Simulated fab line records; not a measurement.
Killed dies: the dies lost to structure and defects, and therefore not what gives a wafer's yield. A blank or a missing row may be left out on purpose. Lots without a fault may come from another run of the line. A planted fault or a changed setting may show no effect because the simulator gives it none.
Struck lot and sound lot, side by side + flow sky130 + 17 steps out of a route of 708
Sound: these wafers, L264.2, L264.4, L264.6. Struck: wafer L280.6; the same lot's L280.1 was not struck, so it is left out; see the end for the cause.
Per side, at each step with rows, come the tool, then ch with its chambers, and then its first start. Under that, the readings that differ: sound wafers + struck wafers + difference of the means + sigmas: that difference in standard deviations of wafers without a fault.
alike: a reading whose means differ by less than 2 such deviations, as well as words and numbers matching on both sides. not compared: withheld readings; readings where some wafer has no value; bounds like >300 that might hide an equal value; numbers whose values overlap and for which the record gives no deviation.
Wherever a step has rows on one side only, a row that says differs or no value, or a row with sigmas, the two part there. Numbers that don't overlap but have no deviation are shown without sigmas and don't part them. A reading missing from all wafers of one side parts the sides only when that side holds two or more wafers.

SKY_LOCAL_INTERCONNECT_RS_MEAS_01: the measuring method here is four-point-probe.
  sound: film_metro-02 at day 30 06:17; struck: film_metro-02 at day 35 08:08
  alike: LOCAL_INTERCONNECT_TIN_RS
SKY_LOCAL_INTERCONNECT_THK_MEAS_02: measures by xrf.
  sound: film_metro-02 at day 30 06:24; struck: film_metro-02 at day 35 08:15
  alike: LOCAL_INTERCONNECT_TIN_THK
then, 8 steps without rows for these wafers: SKY_LOCAL_INTERCONNECT_DEHYDRATE_03 (time 60 s); SKY_LOCAL_INTERCONNECT_HMDS_04 (prime time 60 s); SKY_LOCAL_INTERCONNECT_COAT_05 (resist thk 60 nm); SKY_LOCAL_INTERCONNECT_COAT_06 (resist thk 450 nm); SKY_LOCAL_INTERCONNECT_SOFTBAKE_07 (time 90 s); SKY_LOCAL_INTERCONNECT_EXPOSE_08 (exposes mask LI1M, target cd 170 nm); SKY_LOCAL_INTERCONNECT_PEB_09; SKY_LOCAL_INTERCONNECT_DEVELOP_10 (develop time 60 s).
SKY_LOCAL_INTERCONNECT_CD_MEAS_11 targets a cd of 170 nm.
  sound: cd_sem-01 at day 31 09:53; struck: cd_sem-01 at day 36 10:49
  alike: cd_nm
SKY_LOCAL_INTERCONNECT_OVL_MEAS_12:
  sound: overlay-02 at day 31 10:00; struck: overlay-02 at day 36 10:56
  alike: LOCAL_INTERCONNECT_OVL
SKY_LOCAL_INTERCONNECT_ETCH_13: etches BARC in N2/H2, stops on SiO2, time 45.9 s, target depth 60 nm.
  sound on rie_metal-03 ch 0, day 31 10:02; struck on rie_metal-01 ch 0, day 36 10:59
| reading                                                   | sound             | struck | difference | sigmas |
|-----------------------------------------------------------|-------------------|--------|------------|--------|
| oes_product_au (a.u.)                                     | 0.853 0.856 0.845 | 0.814  | -0.037     | -8     |
| run_length_s (s)                                          | 74.8 74.9 74.6    | 78.4   | +3.6       | +6     |
| model.KrF-thick_of_LOCAL_INTERCONNECT_COAT_06.thk_nm (nm) | 393.8 392.4 393.9 | 389.2  | -4.2       |        |
| model.SiO2_of_SONOS_ONO_CVD_04.thk_nm (nm)                | 4.091 4.132 4.13  | 4.04   | -0.08      |        |
  alike: drypump_motor_current_A, throttle_valve_pct
  not compared: rf_hours_counter_h
SKY_LOCAL_INTERCONNECT_METAL_ETCH_14: etches TiN in Cl2/BCl3, stops on PSG, target depth 110 nm, time 31.4 s.
  sound on rie_metal-03 ch 0, day 31 10:05; struck on rie_metal-01 ch 0, day 36 11:02
| reading                                                   | sound             | struck | difference | sigmas |
|-----------------------------------------------------------|-------------------|--------|------------|--------|
| model.KrF-thick_of_LOCAL_INTERCONNECT_COAT_06.thk_nm (nm) | 350.4 349.1 350.2 | 345    | -5         |        |
  alike: drypump_motor_current_A, oes_product_au, run_length_s, throttle_valve_pct
  not compared: rf_hours_counter_h
SKY_LOCAL_INTERCONNECT_STRIP_15: strips in O2/N2.
  sound on plasma_asher-01 ch 0,1, day 31 10:08; struck on plasma_asher-02 ch 1, day 36 11:05
| reading                      | sound             | struck | difference | sigmas |
|------------------------------|-------------------|--------|------------|--------|
| oes_product_au (a.u.)        | 0.429 0.435 0.431 | 0.421  | -0.011     | -2     |
| strip_time_to_endpoint_s (s) | 4.746 4.715 4.727 | 4.679  | -0.050     | -3     |
  alike: drypump_motor_current_A
  not compared: rf_hours_counter_h
then, 1 step without rows for these wafers: SKY_LOCAL_INTERCONNECT_STRIP_16 (strips in post etch residue remover, time 1200 s).
-- a jump in the record: the struck wafers' starts before and after are 14 days apart (it breaks off in module LOCAL_INTERCONNECT and resumes in module PAD_OPEN, where the first step shown is number 708 of the route) --
SKY_PAD_OPEN_PROBE_99:
  record: rows for the struck wafers here (prober-01, day 50 04:50), none for the sound ones

WHERE THEY PART
First at SKY_LOCAL_INTERCONNECT_ETCH_13; last, within this record, at SKY_PAD_OPEN_PROBE_99.

WHY: what had been put in by the simulator
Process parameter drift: rie_metal-01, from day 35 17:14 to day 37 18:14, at SKY_LOCAL_INTERCONNECT_ETCH_13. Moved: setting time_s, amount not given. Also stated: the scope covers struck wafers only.
